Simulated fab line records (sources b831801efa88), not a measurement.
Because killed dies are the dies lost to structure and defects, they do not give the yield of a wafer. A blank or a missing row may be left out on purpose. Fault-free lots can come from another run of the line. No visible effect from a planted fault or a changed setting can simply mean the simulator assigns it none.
Which of the tools did it? ; flow gf180mcu ; 38 wafers from 13 lots sampled at 4 of the route's 602 steps

== WHAT THE GAUGES SHOWED, per wafer ==
GF_VT_IMPLANT_RS_MEAS_48: measurement is done with a four-point probe.
lot;measured;on;LVPWELL_RS (ohm/sq)
L918;day 7 10:51;film-metro-02;1196.8 1198.3 1194.9
L919;day 8 00:53;film-metro-02;1194.4 1199.2 1195.4
L920;day 8 04:57;film-metro-03;1203.8 1201.0 1199.5
L921;day 8 13:04;film-metro-03;1197.7 1197.4 1197.2
L922;day 8 17:15;film-metro-01;1196.5 1196.4 1194.7
L923;day 8 22:04;film-metro-02;1194.4 1196.0 1197.0
L924;day 9 06:34;film-metro-03;1200.0 1199.7 1204.7
L925;day 9 14:24;film-metro-01;1200.1 1199.2 1199.5
L926;day 9 17:02;film-metro-02;1199.2 1195.5 1199.5
L927;day 10 01:48;film-metro-01;1199.2 1200.5 1199.2
L937;day 13 02:37;film-metro-03;1207.9 1207.6
L938;day 13 04:43;film-metro-01;1194.5 1198.5 1197.3
L941;day 14 03:49;film-metro-03;1201.1 1200.1 1198.8

GF_HV_LDD_THK_MEAS_57.
lot;measured;on;HV_LDD_CVD_56_THK (nm)
L918;day 12 08:17;film-metro-03;90.2 89.4 89.7
L919;day 13 00:33;film-metro-02;89.5 89.3 89.7
L920;day 13 05:53;film-metro-03;91.1 90.9 91.6
L921;day 13 14:47;film-metro-03;90.7 90.3 90.8
L922;day 13 23:36;film-metro-03;90.5 90.5 90.5
L923;day 14 03:38;film-metro-02;91.4 91.9 92.3
L924;day 14 10:10;film-metro-01;91.0 90.6 91.2
L925;day 14 22:01;film-metro-02;89.8 88.9 89.1
L926;day 15 04:11;film-metro-01;89.6 90.2 90.4
L927;day 15 09:42;film-metro-02;90.4 90.1 90.0
L937;day 19 05:21;film-metro-01;90.6 90.1
L938;day 19 09:08;film-metro-03;89.3 90.4 89.8
L941;day 20 07:23;film-metro-03;90.0 89.6 90.1

GF_CONTACT_THK_MEAS_01.
lot;measured;on;CONTACT_CVD_00_THK (nm)
L918;day 14 23:48;film-metro-02;297.0 299.7 300.3
L919;day 15 23:55;film-metro-01;303.2 302.7 303.9
L920;day 15 23:19;film-metro-01;298.2 298.5 300.3
L921;day 16 08:47;film-metro-03;295.2 297.6 293.2
L922;day 16 18:02;film-metro-02;300.6 298.4 301.5
L923;day 16 22:37;film-metro-02;300.8 300.9 300.9
L924;day 17 04:16;film-metro-03;299.3 297.4 293.6
L925;day 17 19:26;film-metro-02;302.6 300.6 299.4
L926;day 18 01:46;film-metro-03;297.9 295.9 294.8
L927;day 18 09:08;film-metro-01;299.2 300.0 299.2
L937;day 22 07:07;film-metro-02;295.8 293.1
L938;day 22 10:32;film-metro-03;303.3 298.8 299.8
L941;day 23 07:38;film-metro-02;301.1 298.8 299.4

== EACH LOT AND THE TOOL THAT RAN IT (in order: tool; ch and the chambers of the sampled wafers; start) ==
lot;GF_LVPWELL_IMPLANT_08
L918;implanter-04 ch 0, day 3 18:52
L919;implanter-04 ch 0, day 4 05:59
L920;implanter-01 ch 0, day 4 08:43
L921;implanter-04 ch 0, day 4 13:56
L922;implanter-03 ch 0, day 4 19:26
L923;implanter-03 ch 0, day 5 00:22
L924;implanter-03 ch 0, day 5 08:04
L925;implanter-03 ch 0, day 5 12:13
L926;implanter-04 ch 0, day 5 16:14
L927;implanter-01 ch 0, day 6 00:52
L937;implanter-03 ch 0, day 8 10:19
L938;implanter-04 ch 0, day 8 13:08
L941;implanter-04 ch 0, day 9 08:41
- GF_LVPWELL_IMPLANT_08

== WHAT THE TOOLS THEMSELVES READ (means of the sampled wafers that have a number; where no wafer has one, the mark that the record gives instead) ==
The record holds no such reading with a usual standard deviation.

== THE ANSWER, worked out from the rows above alone ==
Rule: the usual values come from the lots themselves. The widest of any qualifying gaps counts: lots, ordered by their means at a reading, are off when they make up no more than a third of the lots, leave a main group of 4 or more, and stand apart from it by 3 or more times the standard deviation of that group's means. If all means in a main group match to the digits the tables above print for the reading, that group is not used. A lot without any number at a reading at which 4 lots or more have one is off too. Where the step has rows for the other lots, those lots are counted as sound. The gauges are gone through in route order, then the tools' own readings, and for those a lot's mean is taken as printed above. At the first step where some lot is off, the reading lying furthest off is the one used; lots without a number count as furthest.
Off: at GF_VT_IMPLANT_RS_MEAS_48 (LVPWELL_RS), L937. The main group has a mean of 1198.3 ohm/sq with a standard deviation of 2.
A tool fits if, at a process step before that reading, it ran every lot that is off, and no sound lot after the first of them. The gauges at GF_VT_IMPLANT_RS_MEAS_48 are tried like those tools. One candidate fits, namely implanter-03 at GF_LVPWELL_IMPLANT_08. A fault onset in the window from L925 (day 5 12:13, its last sound lot) to L937 (day 8 10:19, its first lot off) fits.

== WHAT THE SIMULATOR HAD INSERTED ==
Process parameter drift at GF_LVPWELL_IMPLANT_08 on implanter-03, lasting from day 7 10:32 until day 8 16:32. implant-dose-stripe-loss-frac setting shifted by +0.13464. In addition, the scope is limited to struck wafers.
Struck lots among those shown: L937. The rule above found the same.
